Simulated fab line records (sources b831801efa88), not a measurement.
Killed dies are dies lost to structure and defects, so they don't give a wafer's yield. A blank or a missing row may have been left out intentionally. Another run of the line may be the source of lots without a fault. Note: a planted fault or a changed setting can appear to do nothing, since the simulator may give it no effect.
Comparing a struck lot with a sound one | flow sky130 | 43 steps out of a route of 708
Sound: the wafers L279.2, L279.3, L279.6. Struck: wafers L295.3, L295.6 (left out: L295.1, a lot-mate that was not struck); the cause follows at the end.
Order at every step that has rows: each side's tool, ch and its chambers, its first start. Under that, the readings that differ: sound wafers | struck wafers | difference of the means | sigmas: that difference in standard deviations of wafers without a fault.
alike: same words and numbers on both sides, and readings whose means sit less than 2 such deviations apart. not compared: any withheld reading, any reading some wafer has no value for, any bound like >300 that may hide the same value, and any number with overlapping values for which the record gives no deviation.
A row with sigmas, a row that says differs or no value, or rows on one side alone: a step with any of these is where the two part. Numbers that don't overlap but have no deviation are shown without sigmas and don't part them. A reading that every wafer of one side lacks parts them only if that side has two wafers or more.

first, 6 steps without rows for these wafers: SKY_LI_CONTACT_COAT_06 (resist thk 60 nm); SKY_LI_CONTACT_COAT_07 (resist thk 450 nm); SKY_LI_CONTACT_SOFTBAKE_08 (time 90 s); SKY_LI_CONTACT_EXPOSE_09 (exposes mask LICM1, target cd 170 nm); SKY_LI_CONTACT_PEB_10; SKY_LI_CONTACT_DEVELOP_11 (develop time 60 s).
SKY_LI_CONTACT_CD_MEAS_12: target cd 170 nm.
  sound: cdSem-02 at day 29 02:31; struck: cdSem-02 at day 35 14:20
  alike: cdNm
SKY_LI_CONTACT_OVL_MEAS_13:
  sound: overlay-01 at day 29 02:37; struck: overlay-01 at day 35 14:27
  alike: LI_CONTACT_OVL
then, 2 steps without rows for these wafers: SKY_LI_CONTACT_ETCH_14 (etches BARC in N2/H2, stops on SiO2, time 45.9 s, target depth 60 nm); SKY_LI_CONTACT_ETCH_15 (etches PSG in C4F8/O2/Ar, stops on Si, target depth 600 nm).
SKY_LI_CONTACT_STRIP_16: strips in O2/N2.
  sound on plasmaAsher-02 ch 0,1, day 29 02:47; struck on plasmaAsher-03 ch 0,1, day 35 14:37
  alike: drypumpMotorCurrentA, oesProductAu, stripTimeToEndpointS
  not compared: rfHoursCounterH
then, 1 step without rows for these wafers: SKY_LI_CONTACT_CLEAN_17 (cleans in NMP, time 600 s).
SKY_LI_CONTACT_PRE_CLEAN_18: time 5.6 s.
  sound: pvdSputter-03 at day 29 03:03; struck: pvdSputter-03 at day 35 14:55
SKY_LI_CONTACT_SPUTTER_19: material Ti, target thk 20 nm, time 106.37 s.
  sound: pvdSputter-03 at day 29 03:04; struck: pvdSputter-03 at day 35 14:56
  alike: throttleValvePct
then, 2 steps without rows for these wafers: SKY_LI_CONTACT_SPUTTER_20 (material TiN, target thk 20 nm, time 80 s); SKY_LI_CONTACT_CVD_21 (deposits W, target thk 400 nm, time 120.56 s).
SKY_LI_CONTACT_RS_MEAS_22: uses a four-point probe to measure.
  sound: filmMetro-01 at day 29 03:22; struck: filmMetro-01 at day 35 15:11
  alike: LI_CONTACT_W_RS
SKY_LI_CONTACT_THK_MEAS_23: measures by xrf.
  sound: filmMetro-01 at day 29 03:28; struck: filmMetro-01 at day 35 15:19
  alike: LI_CONTACT_W_THK
SKY_LI_CONTACT_CMP_24: polishes, stops on PSG, t overpolish 20 s, target thk 0 nm.
  sound on cmp-01 ch 0,1, day 29 03:34; struck on cmp-02 ch 1,3, day 35 15:28
  alike: motorCurrentA, overpolishRunS, timeToEndpointS
SKY_LOCAL_INTERCONNECT_SPUTTER_00: material TiN, target thk 100 nm, time 83.3 s.
  sound: pvdSputter-01 at day 29 03:49; struck: pvdSputter-02 at day 35 15:40
  alike: throttleValvePct
SKY_LOCAL_INTERCONNECT_RS_MEAS_01: uses a four-point probe to measure.
  sound: filmMetro-04 at day 29 03:54; struck: filmMetro-03 at day 35 15:44
  alike: LOCAL_INTERCONNECT_TIN_RS
SKY_LOCAL_INTERCONNECT_THK_MEAS_02: measures by xrf.
  sound: filmMetro-04 at day 29 04:01; struck: filmMetro-03 at day 35 15:51
  alike: LOCAL_INTERCONNECT_TIN_THK
then, 8 steps without rows for these wafers: SKY_LOCAL_INTERCONNECT_DEHYDRATE_03 (time 60 s); SKY_LOCAL_INTERCONNECT_HMDS_04 (prime time 60 s); SKY_LOCAL_INTERCONNECT_COAT_05 (resist thk 60 nm); SKY_LOCAL_INTERCONNECT_COAT_06 (resist thk 450 nm); SKY_LOCAL_INTERCONNECT_SOFTBAKE_07 (time 90 s); SKY_LOCAL_INTERCONNECT_EXPOSE_08 (exposes mask LI1M, target cd 170 nm); SKY_LOCAL_INTERCONNECT_PEB_09; SKY_LOCAL_INTERCONNECT_DEVELOP_10 (develop time 60 s).
SKY_LOCAL_INTERCONNECT_CD_MEAS_11: target cd 170 nm.
  sound: cdSem-02 at day 30 07:37; struck: cdSem-02 at day 36 18:20
  alike: cdNm
SKY_LOCAL_INTERCONNECT_OVL_MEAS_12:
  sound: overlay-01 at day 30 07:43; struck: overlay-02 at day 36 18:28
  alike: LOCAL_INTERCONNECT_OVL
then, 6 steps without rows for these wafers: SKY_LOCAL_INTERCONNECT_ETCH_13 (etches BARC in N2/H2, stops on SiO2, time 45.9 s, target depth 60 nm); SKY_LOCAL_INTERCONNECT_METAL_ETCH_14 (etches TiN in Cl2/BCl3, stops on PSG, target depth 110 nm, time 31.4 s); SKY_LOCAL_INTERCONNECT_STRIP_15 (strips in O2/N2); SKY_LOCAL_INTERCONNECT_STRIP_16 (strips in post etch residue remover, time 1200 s); SKY_LOCAL_INTERCONNECT_CLEAN_17 (cleans in IPA, time 180 s); SKY_LOCAL_INTERCONNECT_CLEAN_18 (cleans in O3/DIW).
SKY_CONTACT_CVD_00: deposits Si3N4, target thk 75 nm.
  sound on pecvd-02 ch 0,1, day 30 08:29; struck on pecvd-02 ch 0,2, day 36 19:19
  alike: heaterPowerW, rfFwdPowerW
SKY_CONTACT_THK_MEAS_01:
  sound: filmMetro-02 at day 30 08:32; struck: filmMetro-03 at day 36 19:21
  alike: CONTACT_CVD_00_THK
then, 1 step without rows for these wafers: SKY_CONTACT_HDPCVD_02 (deposits SiO2, target thk 565 nm, time 94.2 s).
SKY_CONTACT_THK_MEAS_03:
  sound: filmMetro-03 at day 30 08:40; struck: filmMetro-03 at day 36 19:29
  alike: CONTACT_HDPCVD_THK
-- the record jumps here: 14 days lie between the struck wafers' starts before and after (it left off in module CONTACT and takes up again in module PAD_OPEN, whose first step shown is number 708 of the route) --
SKY_PAD_OPEN_PROBE_99:
  sound: prober-02 at day 45 18:55; struck: prober-01 at day 50 10:05
reading          | sound    | struck                                          | difference                   | sigmas
hold             | - - -    | awaitDispo/2.4h/release awaitDispo/2.4h/release | no value on the sound wafers | 
killedAtContacts | 20 21 14 | 64 70                                           | +49                          | +10
killedDies       | 85 82 72 | 113 138                                         | +46                          | +5
  alike: killed_at_M0_to_M3, killed_at_M4_up, killedAtFrontEnd, killedAtOther, killedOpen, killedShort

WHERE THEY PART
Within this record, at SKY_PAD_OPEN_PROBE_99 only.

WHY: what had been put in by the simulator
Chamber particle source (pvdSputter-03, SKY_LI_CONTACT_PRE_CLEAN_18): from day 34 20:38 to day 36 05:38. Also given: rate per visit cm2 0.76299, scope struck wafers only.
